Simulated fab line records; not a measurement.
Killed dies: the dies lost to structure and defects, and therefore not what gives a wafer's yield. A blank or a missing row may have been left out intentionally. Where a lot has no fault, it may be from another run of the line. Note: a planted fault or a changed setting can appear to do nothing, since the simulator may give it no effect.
Which tool did it? :: flow gf180mcu :: 13 lots, 39 wafers sampled, at 5 steps of a route of 602

WHAT THE GAUGES READ, wafer by wafer
GF_STI_CD_MEAS_12: the cd target is 220 nm. Usual: cd nm at 219.7 nm, with a standard deviation of 1.2.
lot: L382
measured: day 2 11:05
on: cd sem-02
cd nm (nm): 218.0 218.5 219.8
flag: 

lot: L383
measured: day 2 17:24
on: cd sem-02
cd nm (nm): 219.1 220.0 219.4
flag: 

lot: L385
measured: day 3 03:58
on: cd sem-01
cd nm (nm): 217.4 217.8 217.9
flag: 

lot: L387
measured: day 3 15:55
on: cd sem-01
cd nm (nm): 220.6 220.7 219.7
flag: 

lot: L391
measured: day 4 10:31
on: cd sem-01
cd nm (nm): 219.5 218.9 219.1
flag: 

lot: L392
measured: day 4 16:46
on: cd sem-01
cd nm (nm): 220.8 220.3 219.5
flag: 

lot: L395
measured: day 5 07:40
on: cd sem-02
cd nm (nm): 234.4 234.6 234.0
flag: OFF

lot: L398
measured: day 5 21:36
on: cd sem-01
cd nm (nm): 219.0 220.0 219.2
flag: 

lot: L399
measured: day 6 03:43
on: cd sem-01
cd nm (nm): 220.8 219.4 220.8
flag: 

lot: L400
measured: day 6 09:31
on: cd sem-01
cd nm (nm): 222.9 221.6 222.9
flag: 

lot: L401
measured: day 6 13:41
on: cd sem-02
cd nm (nm): 218.6 217.9 219.2
flag: 

lot: L402
measured: day 6 18:34
on: cd sem-01
cd nm (nm): 220.6 221.0 220.7
flag: 

lot: L403
measured: day 7 00:22
on: cd sem-02
cd nm (nm): 222.5 222.3 221.6
flag: 

GF_PSD_OVL_MEAS_08. Usual: PSD_OVL gives -0.3 nm (standard deviation 1.3).
lot: L382
measured: day 14 22:24
on: overlay-02
PSD_OVL (nm): -1.5 1.9 -0.1
flag: 

lot: L383
measured: day 15 10:23
on: overlay-02
PSD_OVL (nm): -2.5 -0.6 -1.6
flag: 

lot: L385
measured: day 16 01:55
on: overlay-02
PSD_OVL (nm): 2.1 3.5 1.4
flag: 

lot: L387
measured: day 16 21:50
on: overlay-01
PSD_OVL (nm): 1.1 0.3 -0.4
flag: 

lot: L391
measured: day 18 04:53
on: overlay-02
PSD_OVL (nm): -1.3 0.1 0.7
flag: 

lot: L392
measured: day 18 14:31
on: overlay-01
PSD_OVL (nm): 1.6 0.9 1.7
flag: 

lot: L395
measured: day 19 17:53
on: overlay-02
PSD_OVL (nm): -0.8 -2.1 -2.4
flag: 

lot: L398
measured: day 20 12:32
on: overlay-02
PSD_OVL (nm): 0.7 -0.9 0.9
flag: 

lot: L399
measured: day 20 23:47
on: overlay-01
PSD_OVL (nm): -0.9 -1.6 -2.1
flag: 

lot: L400
measured: day 21 10:56
on: overlay-02
PSD_OVL (nm): -2.2 -0.8 1.0
flag: 

lot: L401
measured: day 21 15:29
on: overlay-01
PSD_OVL (nm): 1.3 0.3 1.2
flag: 

lot: L402
measured: day 21 20:08
on: overlay-02
PSD_OVL (nm): -0.2 -2.3 -1.6
flag: 

lot: L403
measured: day 22 05:23
on: overlay-01
PSD_OVL (nm): 0.5 -0.3 -0.3
flag: 

GF_V2_THK_MEAS_01. Usual: V2_CVD_00_THK gives 595 nm (standard deviation 7.1).
lot: L382
measured: day 20 01:50
on: film metro-03
V2_CVD_00_THK (nm): 596 613 601
flag: 

lot: L383
measured: day 20 15:07
on: film metro-03
V2_CVD_00_THK (nm): 585 600 590
flag: 

lot: L385
measured: day 21 07:52
on: film metro-03
V2_CVD_00_THK (nm): 593 588 586
flag: 

lot: L387
measured: day 22 05:04
on: film metro-01
V2_CVD_00_THK (nm): 597 591 587
flag: 

lot: L391
measured: day 23 11:17
on: film metro-04
V2_CVD_00_THK (nm): 594 594 592
flag: 

lot: L392
measured: day 23 21:10
on: film metro-03
V2_CVD_00_THK (nm): 588 590 586
flag: 

lot: L395
measured: day 24 21:14
on: film metro-01
V2_CVD_00_THK (nm): 598 590 597
flag: 

lot: L398
measured: day 25 14:44
on: film metro-03
V2_CVD_00_THK (nm): 589 598 592
flag: 

lot: L399
measured: day 26 01:00
on: film metro-01
V2_CVD_00_THK (nm): 596 608 614
flag: 

lot: L400
measured: day 26 09:32
on: film metro-01
V2_CVD_00_THK (nm): 597 596 593
flag: 

lot: L401
measured: day 26 14:08
on: film metro-04
V2_CVD_00_THK (nm): 589 591 592
flag: 

lot: L402
measured: day 26 18:27
on: film metro-03
V2_CVD_00_THK (nm): 599 587 589
flag: 

lot: L403
measured: day 27 03:12
on: film metro-04
V2_CVD_00_THK (nm): 594 604 590
flag: 

WHICH TOOL RAN EACH LOT (tool, then ch and the chambers of the sampled wafers, then the start)
lot: L382
GF_STI_EXPOSE_09: krf scanner-01 ch 0, day 2 05:06
GF_V1_STRIP_18: plasma asher-04 ch 0,1, day 18 22:39

lot: L383
GF_STI_EXPOSE_09: krf scanner-02 ch 0, day 2 11:42
GF_V1_STRIP_18: plasma asher-04 ch 0,1, day 19 12:17

lot: L385
GF_STI_EXPOSE_09: krf scanner-02 ch 0, day 2 21:51
GF_V1_STRIP_18: plasma asher-01 ch 0,1, day 20 05:33

lot: L387
GF_STI_EXPOSE_09: krf scanner-01 ch 0, day 3 09:42
GF_V1_STRIP_18: plasma asher-04 ch 1, day 21 02:53

lot: L391
GF_STI_EXPOSE_09: krf scanner-01 ch 0, day 4 03:57
GF_V1_STRIP_18: plasma asher-01 ch 0,1, day 22 10:12

lot: L392
GF_STI_EXPOSE_09: krf scanner-02 ch 0, day 4 10:17
GF_V1_STRIP_18: plasma asher-02 ch 0,1, day 22 20:06

lot: L395
GF_STI_EXPOSE_09: krf scanner-01 ch 0, day 5 00:57
GF_V1_STRIP_18: plasma asher-01 ch 0,1, day 23 20:53

lot: L398
GF_STI_EXPOSE_09: krf scanner-01 ch 0, day 5 15:00
GF_V1_STRIP_18: plasma asher-01 ch 0,1, day 24 14:23

lot: L399
GF_STI_EXPOSE_09: krf scanner-02 ch 0, day 5 20:11
GF_V1_STRIP_18: plasma asher-02 ch 0,1, day 25 01:21

lot: L400
GF_STI_EXPOSE_09: krf scanner-01 ch 0, day 6 02:09
GF_V1_STRIP_18: plasma asher-01 ch 0,1, day 25 10:00

lot: L401
GF_STI_EXPOSE_09: krf scanner-01 ch 0, day 6 06:11
GF_V1_STRIP_18: plasma asher-04 ch 0,1, day 25 14:45

lot: L402
GF_STI_EXPOSE_09: krf scanner-02 ch 0, day 6 11:50
GF_V1_STRIP_18: plasma asher-01 ch 0,1, day 25 19:30

lot: L403
GF_STI_EXPOSE_09: krf scanner-01 ch 0, day 6 16:57
GF_V1_STRIP_18: plasma asher-01 ch 0,1, day 26 04:12
- GF_STI_EXPOSE_09: exposes mask COMP, target cd 220 nm.
- GF_V1_STRIP_18: strips in O2/N2.

AS READ BY THE TOOLS THEMSELVES (means over the sampled wafers that have a number; for cases with no such wafer, the mark the record gives instead)
GF_V1_STRIP_18. Usual: drypump motor current A 5.7 A, standard deviation 0.41; heater power w 331 W, standard deviation 29; o2 flow sccm 3001 sccm, standard deviation 9.1; oes product au 0.593 a.u., standard deviation 0.0051.
lot: L382
tool: plasma asher-04
drypump motor current A (A): 5.9
heater power w (W): 319
o2 flow sccm (sccm): 3002
oes product au (a.u.): 0.596
flag: 

lot: L383
tool: plasma asher-04
drypump motor current A (A): 6.0
heater power w (W): 311
o2 flow sccm (sccm): 2999
oes product au (a.u.): 0.595
flag: 

lot: L385
tool: plasma asher-01
drypump motor current A (A): 5.4
heater power w (W): 335
o2 flow sccm (sccm): 3008
oes product au (a.u.): 0.592
flag: 

lot: L387
tool: plasma asher-04
drypump motor current A (A): 5.8
heater power w (W): 339
o2 flow sccm (sccm): 2996
oes product au (a.u.): 0.593
flag: 

lot: L391
tool: plasma asher-01
drypump motor current A (A): 5.7
heater power w (W): 344
o2 flow sccm (sccm): 3009
oes product au (a.u.): 0.593
flag: 

lot: L392
tool: plasma asher-02
drypump motor current A (A): 5.6
heater power w (W): 362
o2 flow sccm (sccm): 2996
oes product au (a.u.): 0.595
flag: 

lot: L395
tool: plasma asher-01
drypump motor current A (A): 5.5
heater power w (W): 336
o2 flow sccm (sccm): 3003
oes product au (a.u.): 0.599
flag: 

lot: L398
tool: plasma asher-01
drypump motor current A (A): 5.7
heater power w (W): 340
o2 flow sccm (sccm): 3007
oes product au (a.u.): 0.587
flag: 

lot: L399
tool: plasma asher-02
drypump motor current A (A): 5.6
heater power w (W): 368
o2 flow sccm (sccm): 3001
oes product au (a.u.): 0.595
flag: 

lot: L400
tool: plasma asher-01
drypump motor current A (A): 5.7
heater power w (W): 340
o2 flow sccm (sccm): 3007
oes product au (a.u.): 0.590
flag: 

lot: L401
tool: plasma asher-04
drypump motor current A (A): 6.0
heater power w (W): 315
o2 flow sccm (sccm): 2993
oes product au (a.u.): 0.590
flag: 

lot: L402
tool: plasma asher-01
drypump motor current A (A): 5.4
heater power w (W): 335
o2 flow sccm (sccm): 3006
oes product au (a.u.): 0.593
flag: 

lot: L403
tool: plasma asher-01
drypump motor current A (A): 5.7
heater power w (W): 341
o2 flow sccm (sccm): 2997
oes product au (a.u.): 0.592
flag: 

THE ANSWER, worked out from the rows above alone
Rule: lot off if the mean of its wafers having a number is beyond 3 standard deviations from the usual mean. A lot without any number at a reading at which 4 lots or more have one is off too. All remaining lots with rows at the step are treated as sound. Order of review: gauges by route order, followed by the tools' own readings, for which a lot's mean as printed above is used. At the first step where some lot is off, the reading lying furthest off is the one used; lots without a number count as furthest.
Off: L395, at GF_STI_CD_MEAS_12 (cd nm).
A tool fits if, at a process step before that reading, it ran every lot that is off, and no sound lot after the first of them. The gauges at GF_STI_CD_MEAS_12 are tried like those tools. No candidate that was tried fits.

WHAT HAD BEEN PUT IN BY THE SIMULATOR
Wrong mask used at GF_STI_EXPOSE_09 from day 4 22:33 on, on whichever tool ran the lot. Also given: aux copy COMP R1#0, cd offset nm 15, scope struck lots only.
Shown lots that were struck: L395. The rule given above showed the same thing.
